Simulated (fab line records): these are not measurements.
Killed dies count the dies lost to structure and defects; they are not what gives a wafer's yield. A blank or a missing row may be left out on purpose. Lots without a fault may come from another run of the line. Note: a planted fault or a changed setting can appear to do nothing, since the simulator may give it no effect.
A lot that was struck, set against a sound lot | flow gf180mcu | 42 steps out of a route of 602
Sound: these wafers, L543.1, L543.2, L543.3. Struck: wafers L544.3, L544.5, L544.6. Last of all comes the cause.
At each step with rows: each side's tool, then ch and its chambers, then its first start. Under that, the readings that differ: sound wafers | struck wafers | difference of the means | sigmas: that difference in standard deviations of wafers without a fault.
alike: readings with means less than 2 such deviations apart, plus words and numbers identical on both sides. not compared: withheld readings, readings lacking a value on some wafer, bounds such as >300 that could conceal the same value, and numbers that have no deviation in the record and whose values overlap.
Wherever a step has rows on one side only, a row that says differs or no value, or a row with sigmas, the two part there. Numbers that don't overlap but have no deviation are shown without sigmas and don't part them. A reading that every wafer of one side lacks parts them only if that side has two wafers or more.

first, 1 step without rows for these wafers: GF_MVSD_IMPLANT_09.
GF_MVSD_STRIP_10: strips in O2/N2.
  sound on plasma-asher-04 ch 0,1, day 6 04:33; struck on plasma-asher-01 ch 0,1, day 6 11:54
  alike: drypump-motor-current-A, heater-power-w, n2-flow-sccm, oes-product-au, strip-time-to-endpoint-s
  not compared: rf-hours-counter-h
GF_MVSD_TW_MEAS_11:
  struck on film-metro-02, day 6 11:59; sound on film-metro-01, day 6 04:39
  alike: MVSD_TW
then, 7 steps without rows for these wafers: GF_MVPSD_DEHYDRATE_00 (time 60 s); GF_MVPSD_HMDS_01 (prime time 60 s); GF_MVPSD_COAT_02 (resist thk 3000 nm); GF_MVPSD_SOFTBAKE_03; GF_MVPSD_EXPOSE_04 (exposes mask MVPSD, target cd 1000 nm); GF_MVPSD_PEB_05; GF_MVPSD_DEVELOP_06 (develop time 60 s).
GF_MVPSD_OVL_MEAS_07:
  struck on overlay-02, day 7 03:01; sound on overlay-02, day 6 19:25
  alike: MVPSD_OVL
after that, 1 step had no rows for these wafers: GF_MVPSD_IMPLANT_08.
GF_MVPSD_IMPLANT_09:
  struck on implanter-02, day 7 03:14; sound on implanter-02 ch 0, day 6 19:36
  no value came back on the struck wafers for beam-energy-keV, beam-on-s (s); on the sound wafers beam-energy-keV reads 40.008 39.993 40.005
GF_MVPSD_STRIP_10: strips in O2/N2.
  sound on plasma-asher-04 ch 0,1, day 6 19:45; struck on plasma-asher-03 ch 0,1, day 7 03:23
  alike: drypump-motor-current-A, heater-power-w, n2-flow-sccm, oes-product-au, strip-time-to-endpoint-s
  not compared: rf-hours-counter-h
GF_MVPSD_TW_MEAS_11:
  struck on film-metro-01, day 7 03:45; sound on film-metro-03, day 6 19:51
  reading  | sound             | struck            | difference | sigmas
  MVPSD_TW | 557.4 558.4 558.1 | 524.4 527.3 525.1 | -32.4      | -12
  not compared: hold
then, 6 steps without rows for these wafers: GF_VT_IMPLANT_HMDS_01 (prime time 60 s); GF_VT_IMPLANT_COAT_02 (resist thk 1000 nm); GF_VT_IMPLANT_SOFTBAKE_03 (time 60 s); GF_VT_IMPLANT_EXPOSE_04 (exposes mask LVPWELL LV AREA, target cd 600 nm); GF_VT_IMPLANT_PEB_05; GF_VT_IMPLANT_DEVELOP_06 (develop time 60 s).
GF_VT_IMPLANT_OVL_MEAS_07:
  struck on overlay-01, day 7 19:22; sound on overlay-02, day 7 11:08
  alike: VT_IMPLANT_OVL
after that, 1 step had no rows for these wafers: GF_VT_IMPLANT_IMPLANT_08.
GF_VT_IMPLANT_STRIP_09: strips in O2/N2.
  sound on plasma-asher-04 ch 0,1, day 7 11:19; struck on plasma-asher-01 ch 0,1, day 7 19:35
  alike: drypump-motor-current-A, heater-power-w, n2-flow-sccm, oes-product-au, strip-time-to-endpoint-s
  not compared: rf-hours-counter-h
GF_VT_IMPLANT_TW_MEAS_10:
  struck on film-metro-02, day 7 19:40; sound on film-metro-02, day 7 11:25
  alike: VT_IMPLANT_TW
then, 7 steps without rows for these wafers: GF_VT_IMPLANT_DEHYDRATE_11 (time 60 s); GF_VT_IMPLANT_HMDS_12 (prime time 60 s); GF_VT_IMPLANT_COAT_13 (resist thk 1000 nm); GF_VT_IMPLANT_SOFTBAKE_14 (time 60 s); GF_VT_IMPLANT_EXPOSE_15 (exposes mask Nwell LV AREA, target cd 860 nm); GF_VT_IMPLANT_PEB_16; GF_VT_IMPLANT_DEVELOP_17 (develop time 60 s).
GF_VT_IMPLANT_OVL_MEAS_18:
  struck on overlay-01, day 8 11:47; sound on overlay-01, day 8 03:22
  alike: VT_IMPLANT_01_OVL
after that, 1 step had no rows for these wafers: GF_VT_IMPLANT_IMPLANT_19.
GF_VT_IMPLANT_STRIP_20: strips in O2/N2.
  sound on plasma-asher-01 ch 0,1, day 8 03:32; struck on plasma-asher-02 ch 0,1, day 8 12:00
  reading                     | sound       | struck      | difference | sigmas
  drypump-motor-current-A (A) | 6.1 5.2 6.1 | 4.9 5.4 4.9 | -0.7       | -2
  alike: heater-power-w, n2-flow-sccm, oes-product-au, strip-time-to-endpoint-s
  not compared: rf-hours-counter-h
GF_VT_IMPLANT_TW_MEAS_21:
  struck on film-metro-01, day 8 12:05; sound on film-metro-01, day 8 03:38
  alike: VT_IMPLANT_2_TW
then, 5 steps without rows for these wafers: GF_VT_IMPLANT_DEHYDRATE_22 (time 60 s); GF_VT_IMPLANT_HMDS_23 (prime time 60 s); GF_VT_IMPLANT_COAT_24 (resist thk 1000 nm); GF_VT_IMPLANT_SOFTBAKE_25 (time 60 s); GF_VT_IMPLANT_EXPOSE_26 (exposes mask LVPWELL HV AREA, target cd 860 nm).
GF_VT_IMPLANT_RS_MEAS_49: the measuring method here is four-point-probe.
  struck on film-metro-03, day 9 22:10; sound on film-metro-01, day 9 13:31
  reading           | sound                | struck               | difference | sigmas
  MVPSD_RS (ohm/sq) | 1156.4 1156.8 1157.6 | 1519.4 1517.6 1517.8 | +361.3     | +99 or more
  not compared: hold

== WHERE THEY PART ==
Last at GF_VT_IMPLANT_RS_MEAS_49 as far as this record goes, first at GF_MVPSD_IMPLANT_09.

WHY: whatever the simulator had introduced
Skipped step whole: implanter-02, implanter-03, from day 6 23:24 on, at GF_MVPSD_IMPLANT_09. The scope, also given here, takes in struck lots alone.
